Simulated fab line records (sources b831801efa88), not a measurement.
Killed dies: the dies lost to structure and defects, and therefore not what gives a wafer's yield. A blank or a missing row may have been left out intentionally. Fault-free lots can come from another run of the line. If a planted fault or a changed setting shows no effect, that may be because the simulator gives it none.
8D (eight disciplines) problem report, filled in by code    flow sky130    the parts of the form that need people (team, actions taken, sign-off) are left out

== 1. WHAT WENT WRONG ==
Wafers without a fault read 23.01 C, standard deviation 0.12; developer_temp_C at SKY_SD_P_DEVELOP_06 reads a mean of 23.70 C on 6 wafers belonging to 2 lots. That is +5.8 standard deviations from the usual mean.
The step: develop time 60 s.
The first sign was on wafer L358.1 at day 28 20:12, on litho_track-02. The record has a number at this step for 42 wafers belonging to 14 lots. Rule for "out" (also "out of limits"): further than 4 standard deviations from the usual mean. All remaining wafers that have a number are taken as sound.

== 2. WHAT IT IS; WHAT IT IS NOT ==
question                     is                      is not
which readings at this step  developer_temp_C        -
which lots                   L358, L359              L349, L350, L353, L354, L362, L366, L367, L368, L369, L370, L371, L372
which wafers of those lots   all that have a number  -
read on which tools          litho_track-02          litho_track-01, litho_track-03
when                         from day 28 20:12       up to then (12 sound wafers); but 24 sound wafers of L362, L366, L367, L368, L369, L370, L371, L372 came after

== 3. SUSPECTS, AND WHAT RULES EACH OUT ==
Counting: a tool at any process step up to the reading remains a suspect when it ran all the lots that are out and ran no sound lot after the first of those.
- litho_track-02 at SKY_SD_P_DEVELOP_06 (develop time 60 s): kept. Every lot that is out went through it, starting with L358 (day 28 20:12), and after that it ran no sound lot; the last sound lot it ran before then is L354 (day 27 17:29). On those wafers its own readings are out: developer_temp_C.
The count leaves litho_track-02 at SKY_SD_P_DEVELOP_06.

== 4. THE CAUSE (what the simulator had put in) ==
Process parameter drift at SKY_SD_P_DEVELOP_06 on litho_track-02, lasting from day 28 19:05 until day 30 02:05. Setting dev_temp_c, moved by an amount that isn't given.
Counting left only this tool.

== 5. SEQUENCE OF EFFECTS, ordered by route ==
Each row: a reading whose mean over the struck wafers that have a number lies more than 3 standard deviations from the usual. Only readings whose record carries a usual standard deviation are examined. hours: median over the lots of the time between each lot's start at the first step of this table that gives one and its start at this step. sigmas: the change, counted in usual standard deviations.
hours  step                 reading           usual    on struck wafers  change  sigmas
0      SKY_SD_P_DEVELOP_06  developer_temp_C  23.01 C  23.70             +0.69   +5.8
It contains these process steps:
- SKY_SD_P_DEVELOP_06: develop time 60 s.

== 6. WHAT WOULD HAVE CAUGHT IT SOONER ==
In this record the first reading out of limits was taken at day 28 20:12, 1 hour after the fault began at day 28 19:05.
